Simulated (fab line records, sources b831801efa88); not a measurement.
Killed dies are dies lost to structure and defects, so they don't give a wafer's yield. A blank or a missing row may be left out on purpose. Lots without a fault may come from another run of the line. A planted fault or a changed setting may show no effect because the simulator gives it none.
fab line records | flow sky130
record lots=11 wafers=33 last_day=50
route steps=708 shown FIELD_ISO@1 NWELL@34 DNWELL@43 PAD_OPEN@708
lots that met no fault: from a run of the same line without faults
start_h: hours from the record's first day to the start of the lot's first wafer shown | wait_h: hours since the lot's step before | " the same as in the row above | L1.1+2: a row that stands for several wafers | - no value, or no start given | * or withheld: withheld | < > ~ a bound
route shown NAME@n: a module of which the file shows steps, and the number in the route of the first | usual: mean/standard deviation of fault-free wafers | same: alike in all rows | chamber/n: place in a boat | sites: the reading at each site | _std_site: their standard deviation | _edge_site: outer sites' mean less inner sites' | radius_mm: how far each site lies from the wafer's centre | mask NAME#n: copy n | behind: the tool/chamber that last shaped the wafer | hold: why the lot was held/for how many hours/how that ended | device: the transistor (n, p or np) that didn't switch | end of line: the same wafers' tests at the end of the route | a step without rows: its recipe alone | killed: dies lost to structure and defects at the first sort, not the wafer's yield | map: a wafer's dies, x killed, . not, _ none there
set.NAME: the setting as run; set.NAME@STEP: as run at that earlier step | model.NAME: the simulator's own value behind a step, which no gauge read
steps of the route over a sample of lots; a table a step, a row a wafer
services: from which hour (start_h, from the record's first day; less than 0 if before it) a tool's chamber was out of use, for how many hours, and why
## steps
# step SKY_FIELD_ISO_BOW_MEAS_00
# recipe mode=bow
# usual INCOMING_BOW=0/6.4
# columns lot.wafer tool chamber start_h wait_h INCOMING_BOW[um]
L307.1 film_metro-02 - 10.00 - 5
L307.2 " - " " -6
L307.3 " - " " -3
L308.1 film_metro-04 - 15.00 - 3
L308.4 " - " " 17
L308.5 " - " " -11
L309.1 film_metro-02 - 20.00 - 6
L309.3 " - " " 7
L309.4 " - " " -5
L310.1 film_metro-02 - 25.00 - 1
L310.4 " - " " 2
L310.6 " - " " -3
L318.1 film_metro-03 - 65.00 - -6
L318.2 " - " " -5
L318.5 " - " " -11
L319.2 film_metro-03 - 70.02 - 5
L319.3 " - " " -3
L319.6 " - " " 12
L321.1 film_metro-04 - 80.00 - -1
L321.4 " - " " 6
L321.5 " - " " -1
L323.1 film_metro-04 - 90.00 - -9
L323.3 " - " " -6
L323.6 " - " " -6
L325.1 film_metro-04 - 100.00 - 5
L325.2 " - " " -8
L325.6 " - " " -6
L329.2 film_metro-04 - 120.02 - -4
L329.5 " - " " -5
L329.6 " - " " 8
L330.3 film_metro-04 - 125.04 - -2
L330.4 " - " " -10
L330.5 " - " " -7
# step SKY_NWELL_THK_MEAS_02
# recipe reads=SiO2_of_NWELL_OXIDATION_01
# usual NWELL_OXIDATION_THK=10.06/0.22
# columns lot.wafer tool chamber start_h wait_h NWELL_OXIDATION_THK[nm]
L307.1 film_metro-01 - 35.76 0.0 9.82
L307.2 " - " " 9.86
L307.3 " - " " 9.91
L308.1 film_metro-01 - 43.74 0.0 10.07
L308.4 " - " " 10.03
L308.5 " - " " 10.06
L309.1 film_metro-01 - 49.93 0.0 10.42
L309.3 " - " " 10.20
L309.4 " - " " 10.41
L310.1 film_metro-01 - 51.43 0.0 10.05
L310.4 " - " " 10.21
L310.6 " - " " 10.16
L318.1 film_metro-02 - 93.23 0.0 9.97
L318.2 " - " " 10.08
L318.5 " - " " 10.14
L319.2 film_metro-02 - 100.13 0.0 9.92
L319.3 " - " " 9.99
L319.6 " - " " 9.88
L321.1 film_metro-01 - 112.14 0.0 10.09
L321.4 " - " " 9.96
L321.5 " - " " 10.01
L323.1 film_metro-04 - 122.02 0.0 10.23
L323.3 " - " " 10.07
L323.6 " - " " 10.16
L325.1 film_metro-01 - 133.95 0.0 9.93
L325.2 " - " " 9.83
L325.6 " - " " 9.84
L329.2 film_metro-02 - 155.41 0.0 9.84
L329.5 " - " " 10.02
L329.6 " - " " 9.81
L330.3 film_metro-04 - 158.33 0.0 10.01
L330.4 " - " " 9.97
L330.5 " - " " 9.86
# step SKY_DNWELL_STRIP_08
# recipe chemistry=O2/N2 power_w=1400 pressure_mtorr=1500 platen_temp_c=withheld o2_flow_sccm=3000 n2_flow_sccm=300 overash_fraction=0.5
# usual drypump_motor_current_A=5.31/0.19 oes_product_au=0.723/0.0044 strip_time_to_endpoint_s=36.94/0.11
# columns lot.wafer tool chamber start_h wait_h drypump_motor_current_A oes_product_au rf_hours_counter_h strip_time_to_endpoint_s
L307.1 plasma_asher-04 0 50.68 0.1 5.43 0.729 23 37.02
L307.2 " 1 " " 4.93 0.723 23 37.01
L307.3 " 1 " " 4.96 0.726 - 37.06
L308.1 plasma_asher-04 0 59.69 0.1 5.45 0.725 24 36.71
L308.4 " 0 " " 5.44 0.719 - 36.93
L308.5 " 0 " " 5.44 0.719 - 36.76
L309.1 plasma_asher-02 0 65.48 0.1 5.31 0.723 39 36.76
L309.3 " 0 " " 5.31 0.720 - 36.73
L309.4 " 1 " " 5.38 0.722 - 36.72
L310.1 plasma_asher-02 0 67.86 0.1 5.28 0.727 40 36.97
L310.4 " 1 " " 5.36 0.723 - 37.02
L310.6 " 0 " " 5.28 0.717 - 37.04
L318.1 plasma_asher-04 0 110.84 0.1 5.45 0.726 29 37.01
L318.2 " 1 " " 4.96 0.727 29 36.93
L318.5 " 1 " " 4.96 0.726 - 36.89
L319.2 plasma_asher-03 1 118.54 0.1 5.57 0.725 45 36.98
L319.3 " 1 " " 5.57 0.725 - 36.94
L319.6 " 1 " " 5.58 0.726 - 36.88
L321.1 plasma_asher-02 0 130.83 0.1 5.31 0.727 44 37.05
L321.4 " 1 " " 5.35 0.725 - 37.00
L321.5 " 1 " " 5.37 0.720 - 36.93
L323.1 plasma_asher-02 0 141.13 0.1 5.31 0.719 45 37.15
L323.3 " 0 " " 5.30 0.724 - 37.12
L323.6 " 1 " " 5.38 0.727 - 37.16
L325.1 plasma_asher-03 1 153.74 0.1 5.56 0.725 49 36.84
L325.2 " 0 " " 5.34 0.724 49 36.83
L325.6 " 1 " " 5.57 0.729 - 36.84
L329.2 plasma_asher-04 0 175.64 0.1 5.46 0.718 36 37.05
L329.5 " 0 " " 5.45 0.716 - 36.88
L329.6 " 1 " " 4.92 0.729 - 36.94
L330.3 plasma_asher-02 1 177.19 0.1 5.38 0.723 - 36.75
L330.4 " 0 " " 5.31 0.721 - 36.89
L330.5 " 1 " " 5.36 0.731 - 36.80
# step SKY_NWELL_IMPLANT_12
# recipe species=P energy_kev=120 dose_cm2=1.3e+12 tilt_deg=withheld
# usual dose_ions_cm2=1.2998e+12/1.6e+09 faraday_current_uA=7.32/0.13
# columns lot.wafer tool chamber start_h wait_h dose_ions_cm2 faraday_current_uA
L307.1 implanter-01 0 83.73 0.1 1.301e+12 7.16
L307.2 " 0 " " 1.2985e+12 7.18
L307.3 " 0 " " 1.2995e+12 7.18
L308.1 implanter-02 0 93.13 0.1 1.301e+12 7.39
L308.4 " 0 " " 1.3016e+12 7.51
L308.5 " 0 " " 1.3e+12 7.43
L309.1 implanter-01 0 100.18 0.1 1.3e+12 7.45
L309.3 " 0 " " 1.3006e+12 7.42
L309.4 " 0 " " 1.2998e+12 7.23
L310.1 implanter-03 0 102.55 0.1 1.3004e+12 7.26
L310.4 " 0 " " 1.3027e+12 7.05
L310.6 " 0 " " 1.2994e+12 7.35
L318.1 implanter-01 0 149.15 0.1 1.6443e+12 9.58
L318.2 " 0 " " 1.6452e+12 9.14
L318.5 " 0 " " 1.6434e+12 9.41
L319.2 implanter-01 0 157.45 0.1 1.6428e+12 9.35
L319.3 " 0 " " 1.6412e+12 9.13
L319.6 " 0 " " 1.642e+12 9.10
L321.1 implanter-03 0 171.23 0.1 1.3011e+12 7.25
L321.4 " 0 " " 1.2996e+12 7.51
L321.5 " 0 " " 1.2993e+12 7.27
L323.1 implanter-03 0 181.18 0.1 1.2995e+12 7.37
L323.3 " 0 " " 1.301e+12 7.30
L323.6 " 0 " " 1.2998e+12 7.24
L325.1 implanter-02 0 194.61 0.1 1.2994e+12 7.40
L325.2 " 0 " " 1.2995e+12 7.21
L325.6 " 0 " " 1.3004e+12 7.24
L329.2 implanter-03 0 218.17 0.1 1.3014e+12 7.21
L329.5 " 0 " " 1.301e+12 7.21
L329.6 " 0 " " 1.2988e+12 7.16
L330.3 implanter-02 0 219.83 0.1 1.2981e+12 7.37
L330.4 " 0 " " 1.2979e+12 7.44
L330.5 " 0 " " 1.2959e+12 7.33
# step SKY_NWELL_RS_MEAS_29
# recipe thk_meas_gauge=four-point-probe
# usual NWELL_RS=624.1/1.9
# columns lot.wafer tool chamber start_h wait_h NWELL_RS[ohm/sq]
L307.1 film_metro-04 - 101.79 0.1 625.3
L307.2 " - " " 625.9
L307.3 " - " " 624.9
L308.1 film_metro-02 - 111.72 0.1 624.2
L308.4 " - " " 624.7
L308.5 " - " " 623.6
L309.1 film_metro-02 - 119.82 0.1 621.6
L309.3 " - " " 622.4
L309.4 " - " " 620.6
L310.1 film_metro-01 - 121.41 0.1 622.5
L310.4 " - " " 623.0
L310.6 " - " " 622.4
L318.1 film_metro-04 - 169.74 0.1 615.3
L318.2 " - " " 614.7
L318.5 " - " " 613.4
L319.2 film_metro-02 - 177.88 0.1 612.4
L319.3 " - " " 612.4
L319.6 " - " " 612.4
L321.1 film_metro-01 - 191.68 0.1 623.5
L321.4 " - " " 623.4
L321.5 " - " " 622.8
L323.1 film_metro-01 - 202.12 0.1 626.0
L323.3 " - " " 624.3
L323.6 " - " " 625.0
L325.1 film_metro-02 - 216.44 0.1 624.4
L325.2 " - " " 623.6
L325.6 " - " " 625.7
L329.2 film_metro-04 - 240.48 0.1 626.3
L329.5 " - " " 624.2
L329.6 " - " " 626.4
L330.3 film_metro-04 - 242.76 0.1 622.8
L330.4 " - " " 622.4
L330.5 " - " " 621.7
# step SKY_PAD_OPEN_PROBE_99
# usual killed_at_M0_to_M3=43/7.2 killed_at_M4_up=3.0/1.7 killed_at_contacts=24/5.3 killed_at_front_end=15/4.6 killed_at_other=0.3/0.5 killed_dies=85/10 killed_open=46/7.2 killed_short=39/6.4
# same gross_dies=492 killed_at_back_side=0
# columns lot.wafer tool chamber start_h wait_h killed_at_M0_to_M3 killed_at_M4_up killed_at_contacts killed_at_front_end killed_at_other killed_dies killed_open killed_short
L307.1 prober-02 - 1068.00 0.1 42 1 28 21 1 93 56 37
L307.2 prober-02 - 1068.05 0.1 49 2 18 12 0 81 40 41
L307.3 prober-02 - 1068.10 0.2 46 5 34 21 0 106 48 58
L310.1 prober-01 - 1096.86 0.1 64 0 23 9 1 97 55 42
L310.4 prober-01 - 1097.01 0.2 48 1 26 15 0 90 49 41
L310.6 prober-01 - 1097.11 0.2 47 2 24 18 0 91 47 44
L329.2 prober-02 - 1193.50 0.1 46 3 29 9 1 88 50 38
L329.5 prober-02 - 1193.65 0.2 51 3 21 13 0 88 45 43
L329.6 prober-02 - 1193.70 0.2 50 6 19 15 1 91 45 46
L330.3 prober-01 - 1207.45 0.2 36 4 24 19 0 83 46 37
L330.4 prober-01 - 1207.50 0.2 40 1 25 13 1 80 45 35
L330.5 prober-01 - 1207.55 0.2 40 4 23 16 1 84 45 39
# killed by level:class
L307.1 CONTACT:geometric_particle:open=15 VIA1:geometric_particle:open=10 VIA1:geometric_particle:short=7 VIA2:geometric_particle:short=7 FIELD_ISO:geometric_particle:open=6 VIA2:geometric_particle:open=6 VIA3:geometric_particle:open=6 CONTACT:geometric_particle:short=5
L307.2 VIA1:geometric_particle:open=8 VIA2:geometric_particle:short=8 VIA3:geometric_particle:open=8 CONTACT:geometric_particle:open=6 VIA1:geometric_particle:short=6 VIA2:geometric_particle:open=6 CONTACT:geometric_particle:short=4 METAL1:geometric_particle:short=4
L307.3 METAL1:geometric_particle:short=12 LI_CONTACT:geometric_particle:open=9 CONTACT:geometric_particle:open=9 VIA1:geometric_particle:open=8 POLY_GATE:geometric_particle:short=7 CONTACT:geometric_particle:short=7 LOCAL_INTERCONNECT:geometric_particle:short=6 VIA3:geometric_particle:open=6
L310.1 VIA1:geometric_particle:open=20 METAL2:geometric_particle:short=9 CONTACT:geometric_particle:open=9 VIA3:geometric_particle:open=8 VIA2:geometric_particle:open=7 VIA1:geometric_particle:short=6 METAL1:geometric_particle:short=5 LI_CONTACT:geometric_particle:open=4
L310.4 CONTACT:geometric_particle:open=10 LI_CONTACT:geometric_particle:open=8 VIA1:geometric_particle:open=8 VIA1:geometric_particle:short=8 VIA2:geometric_particle:open=7 VIA3:geometric_particle:open=6 FIELD_ISO:geometric_particle:short=4 POLY_GATE:geometric_particle:short=4
L310.6 CONTACT:geometric_particle:open=10 VIA1:geometric_particle:open=9 METAL1:geometric_particle:short=8 LI_CONTACT:geometric_particle:open=7 FIELD_ISO:geometric_particle:open=6 VIA2:geometric_particle:open=6 METAL2:geometric_particle:short=6 CONTACT:geometric_particle:short=5
L329.2 VIA1:geometric_particle:open=16 CONTACT:geometric_particle:open=10 LOCAL_INTERCONNECT:geometric_particle:short=9 METAL2:geometric_particle:short=8 LI_CONTACT:geometric_particle:open=6 VIA2:geometric_particle:open=6 POLY_GATE:geometric_particle:open=4 VIA1:geometric_particle:short=4
L329.5 VIA2:geometric_particle:open=12 LI_CONTACT:geometric_particle:open=8 VIA1:geometric_particle:open=7 VIA1:geometric_particle:short=6 VIA3:geometric_particle:short=6 CONTACT:geometric_particle:open=5 FIELD_ISO:geometric_particle:short=4 CONTACT:geometric_particle:short=4
L329.6 VIA1:geometric_particle:open=12 METAL1:geometric_particle:short=9 METAL2:geometric_particle:short=8 LI_CONTACT:geometric_particle:open=6 CONTACT:geometric_particle:open=6 VIA2:geometric_particle:open=6 FIELD_ISO:geometric_particle:open=5 VIA2:geometric_particle:short=4
L330.3 VIA1:geometric_particle:open=10 LI_CONTACT:geometric_particle:open=8 POLY_GATE:geometric_particle:short=7 CONTACT:geometric_particle:open=6 METAL1:geometric_particle:short=5 FIELD_ISO:geometric_particle:short=4 FIELD_ISO:geometric_particle:open=4 CONTACT:geometric_particle:short=4
L330.4 VIA3:geometric_particle:open=12 VIA1:geometric_particle:open=9 CONTACT:geometric_particle:open=7 LI_CONTACT:geometric_particle:open=5 LOCAL_INTERCONNECT:geometric_particle:short=5 VIA1:geometric_particle:short=5 FIELD_ISO:geometric_particle:open=4 METAL1:geometric_particle:short=4
L330.5 LI_CONTACT:geometric_particle:open=9 VIA1:geometric_particle:open=8 POLY_GATE:geometric_particle:open=5 VIA3:geometric_particle:open=5 CONTACT:geometric_particle:open=5 METAL2:geometric_particle:short=5 VIA2:geometric_particle:short=5 POLY_GATE:geometric_particle:short=4
## services
# columns tool chamber start_h hours kind
implanter-01 - 87.44 6.7 repair
plasma_asher-03 - 92.37 1.6 repair
plasma_asher-02 - 106.92 14.6 pm
implanter-02 - 127.73 17.0 repair
implanter-01 - 151.36 2.3 repair
implanter-02 - 156.23 2.4 pm
## key
first_sign step=SKY_NWELL_IMPLANT_12 reading=dose_ions_cm2 direction=up sigmas=99+ usual=* struck=*
effect step=SKY_NWELL_IMPLANT_12 reading=faraday_current_uA direction=up sigmas=15 usual=7.32 struck=9.28
effect step=SKY_NWELL_RS_MEAS_29 reading=NWELL_RS direction=down sigmas=5.6 usual=624.1 struck=613.4
met_at SKY_NWELL_IMPLANT_12
struck_lots L318,L319
tester_left_out L318,L319
not_acting_at SKY_FIELD_ISO_BOW_MEAS_00,SKY_NWELL_THK_MEAS_02,SKY_DNWELL_STRIP_08
onset_between 100.18 149.15
fault kind=process_parameter_drift tool=implanter-01 chamber=- onset_h=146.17 steps=SKY_NWELL_IMPLANT_12 channel=dose_cm2 offset=* shape=step end_h=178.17 acts_in=* stated=*
# tester_left_out: of these lots the tester's yield and bins aren't shown, on N5 and GAA mostly nor the transistor test; their killed dies are dies lost to structure and defects alone, not to doping, threshold or leakage, so they don't give the yield
